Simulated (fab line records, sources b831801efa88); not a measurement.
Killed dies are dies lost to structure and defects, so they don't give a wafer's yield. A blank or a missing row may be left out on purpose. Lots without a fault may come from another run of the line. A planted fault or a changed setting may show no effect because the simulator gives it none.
Which tool did it? | flow gf180mcu | 14 lots, 42 wafers sampled, at 4 steps of a route of 602

WHAT THE GAUGES READ, wafer by wafer
The record holds no reading of a measuring or inspecting step that can be judged against a usual standard deviation.

WHICH TOOL RAN EACH LOT (tool, then ch and the chambers of the sampled wafers, then the start)
lot  | GF_MVPSD_EXPOSE_04                  | GF_SAB_ETCH_11                     | GF_SALICIDE_SPUTTER_02       | GF_SALICIDE_RTA_08
L728 | iline_stepper-01 ch 0, day 4 22:29  | rie_diel-02 ch 0,2, day 15 07:44   | pvd_sputter-04, day 15 08:05 | rtp_anneal-02 ch 0, day 15 08:32
L729 | iline_stepper-01 ch 0, day 5 04:16  | rie_diel-03 ch 0,3, day 15 18:41   | pvd_sputter-02, day 15 19:02 | rtp_anneal-02 ch 0, day 15 19:34
L730 | iline_stepper-01 ch 0, day 5 10:21  | rie_diel-03 ch 0,1,2, day 16 02:52 | pvd_sputter-04, day 16 03:13 | rtp_anneal-01 ch 0, day 16 03:42
L731 | iline_stepper-01 ch 0, day 5 15:16  | rie_diel-02 ch 1,2, day 16 12:27   | pvd_sputter-04, day 16 12:49 | rtp_anneal-01 ch 0, day 16 13:17
L732 | iline_stepper-02 ch 0, day 5 21:35  | rie_diel-03 ch 1,2,3, day 16 21:14 | pvd_sputter-03, day 16 21:34 | rtp_anneal-02 ch 0, day 16 22:03
L734 | iline_stepper-02 ch 0, day 6 11:50  | rie_diel-03 ch 0,1, day 17 18:04   | pvd_sputter-04, day 17 18:24 | rtp_anneal-01 ch 0, day 17 18:50
L736 | iline_stepper-01 ch 0, day 6 22:52  | rie_diel-01 ch 0,1,3, day 18 14:16 | pvd_sputter-02, day 18 14:37 | rtp_anneal-01 ch 0, day 18 15:02
L737 | iline_stepper-02, day 7 04:19       | rie_diel-01 ch 0,1,2, day 18 18:08 | pvd_sputter-03, day 18 18:29 | rtp_anneal-02 ch 0, day 18 18:55
L738 | iline_stepper-01, day 7 15:16       | rie_diel-02 ch 0,1,2, day 19 11:11 | pvd_sputter-03, day 19 11:32 | rtp_anneal-02 ch 0, day 19 11:58
L744 | iline_stepper-02 ch 0, day 8 21:37  | rie_diel-01 ch 0,1,3, day 21 09:14 | pvd_sputter-04, day 21 09:35 | rtp_anneal-02 ch 0, day 21 10:01
L746 | iline_stepper-01 ch 0, day 9 10:16  | rie_diel-01 ch 1,2,3, day 22 02:55 | pvd_sputter-02, day 22 03:15 | rtp_anneal-02 ch 0, day 22 03:41
L747 | iline_stepper-02 ch 0, day 9 18:02  | rie_diel-03 ch 0,1,2, day 22 11:56 | pvd_sputter-02, day 22 12:18 | rtp_anneal-01 ch 0, day 22 12:44
L748 | iline_stepper-02 ch 0, day 9 22:33  | rie_diel-02 ch 0,1,3, day 22 17:41 | pvd_sputter-03, day 22 18:02 | rtp_anneal-01 ch 0, day 22 18:28
L749 | iline_stepper-02 ch 0, day 10 03:07 | rie_diel-02 ch 1,2, day 23 00:47   | pvd_sputter-04, day 23 01:07 | rtp_anneal-01 ch 0, day 23 01:34
- GF_MVPSD_EXPOSE_04: exposes mask MVPSD, target cd 1000 nm.
- GF_SAB_ETCH_11: etches SiO2 in C4F8/O2/Ar, target depth 55 nm, time 8.5 s.
- GF_SALICIDE_SPUTTER_02: material Co, target thk 10 nm, time 20 s.
- GF_SALICIDE_RTA_08: time 30 s.

WHAT THE TOOLS THEMSELVES READ (means of the sampled wafers that have a number; where no wafer has one, the mark that the record gives instead)
GF_MVPSD_EXPOSE_04.
lot  | tool             | exposure_dose_mJ_cm2 | focus_offset_nm (nm)
L728 | iline_stepper-01 | 260.15               | 0.0
L729 | iline_stepper-01 | 259.94               | 0.3
L730 | iline_stepper-01 | 259.82               | 0.1
L731 | iline_stepper-01 | 259.81               | -0.2
L732 | iline_stepper-02 | 259.87               | -0.1
L734 | iline_stepper-02 | 260.27               | -0.1
L736 | iline_stepper-01 | 259.95               | -1.0
L737 | iline_stepper-02 | -                    | -
L738 | iline_stepper-01 | -                    | -
L744 | iline_stepper-02 | 260.39               | -0.4
L746 | iline_stepper-01 | 260.08               | -0.8
L747 | iline_stepper-02 | 259.71               | 0.4
L748 | iline_stepper-02 | 260.13               | 0.4
L749 | iline_stepper-02 | 259.97               | 0.1

GF_SAB_ETCH_11.
lot  | tool        | oes_product_au (a.u.)
L728 | rie_diel-02 | 0.995
L729 | rie_diel-03 | 0.994
L730 | rie_diel-03 | 1.004
L731 | rie_diel-02 | 1.000
L732 | rie_diel-03 | 1.003
L734 | rie_diel-03 | 1.005
L736 | rie_diel-01 | 1.005
L737 | rie_diel-01 | 0.998
L738 | rie_diel-02 | 1.004
L744 | rie_diel-01 | 0.997
L746 | rie_diel-01 | 0.999
L747 | rie_diel-03 | 0.994
L748 | rie_diel-02 | 0.999
L749 | rie_diel-02 | 1.003

GF_SALICIDE_SPUTTER_02.
lot  | tool           | chamber_pressure_pa (Pa) | throttle_valve_pct (%)
L728 | pvd_sputter-04 | 0.4002                   | 30.3
L729 | pvd_sputter-02 | 0.3991                   | 29.9
L730 | pvd_sputter-04 | 0.3997                   | 30.7
L731 | pvd_sputter-04 | 0.4001                   | 30.3
L732 | pvd_sputter-03 | 0.4000                   | 29.7
L734 | pvd_sputter-04 | 0.3993                   | 30.6
L736 | pvd_sputter-02 | 0.3999                   | 30.0
L737 | pvd_sputter-03 | 0.3998                   | 29.2
L738 | pvd_sputter-03 | 0.3996                   | 30.9
L744 | pvd_sputter-04 | 0.3994                   | 30.3
L746 | pvd_sputter-02 | 0.4006                   | 29.6
L747 | pvd_sputter-02 | 0.4003                   | 29.6
L748 | pvd_sputter-03 | 0.4002                   | 30.5
L749 | pvd_sputter-04 | 0.3999                   | 30.0

GF_SALICIDE_RTA_08.
lot  | tool          | lamp_power_pct (%) | wafer_temp_C_max
L728 | rtp_anneal-02 | 19.7               | 804.3
L729 | rtp_anneal-02 | 19.7               | 804.7
L730 | rtp_anneal-01 | 14.0               | 802.9
L731 | rtp_anneal-01 | 14.0               | 802.9
L732 | rtp_anneal-02 | 19.7               | 806.1
L734 | rtp_anneal-01 | 14.0               | 802.8
L736 | rtp_anneal-01 | 14.0               | 803.1
L737 | rtp_anneal-02 | 19.7               | 805.3
L738 | rtp_anneal-02 | 19.7               | 804.7
L744 | rtp_anneal-02 | 19.7               | 804.1
L746 | rtp_anneal-02 | 19.7               | 804.9
L747 | rtp_anneal-01 | 14.0               | 803.5
L748 | rtp_anneal-01 | 14.0               | 803.1
L749 | rtp_anneal-01 | 14.0               | 802.6

THE ANSWER, worked out from the rows above alone
Rule: what is usual is taken from the lots themselves. Put in order of their means at a reading, lots are off if they are a third of the lots or fewer, leave a main group of 4 or more, and stand apart from it by a gap of 3 or more times the standard deviation of the main group's means; of several such gaps the widest counts. A main group whose means are all the same, to the digits that the tables above print for the reading, isn't used. A lot without any number at a reading at which 4 lots or more have one is off too. The other lots that the step has rows for count as sound. The gauges are gone through in route order, then the tools' own readings, and for those a lot's mean is taken as printed above. The first step at which some lot is off is used, and at that step the reading that is off furthest; a lot without a number counts as furthest.
Off: L737, L738, at GF_MVPSD_EXPOSE_04 (exposure_dose_mJ_cm2). Without a number there: L737, L738. The main group: mean 260.01, standard deviation 0.19.
A tool fits if, at that step or a process step before it, it ran every lot that is off, and no sound lot after the first of them. None of those tried fits.

WHAT THE SIMULATOR HAD PUT IN
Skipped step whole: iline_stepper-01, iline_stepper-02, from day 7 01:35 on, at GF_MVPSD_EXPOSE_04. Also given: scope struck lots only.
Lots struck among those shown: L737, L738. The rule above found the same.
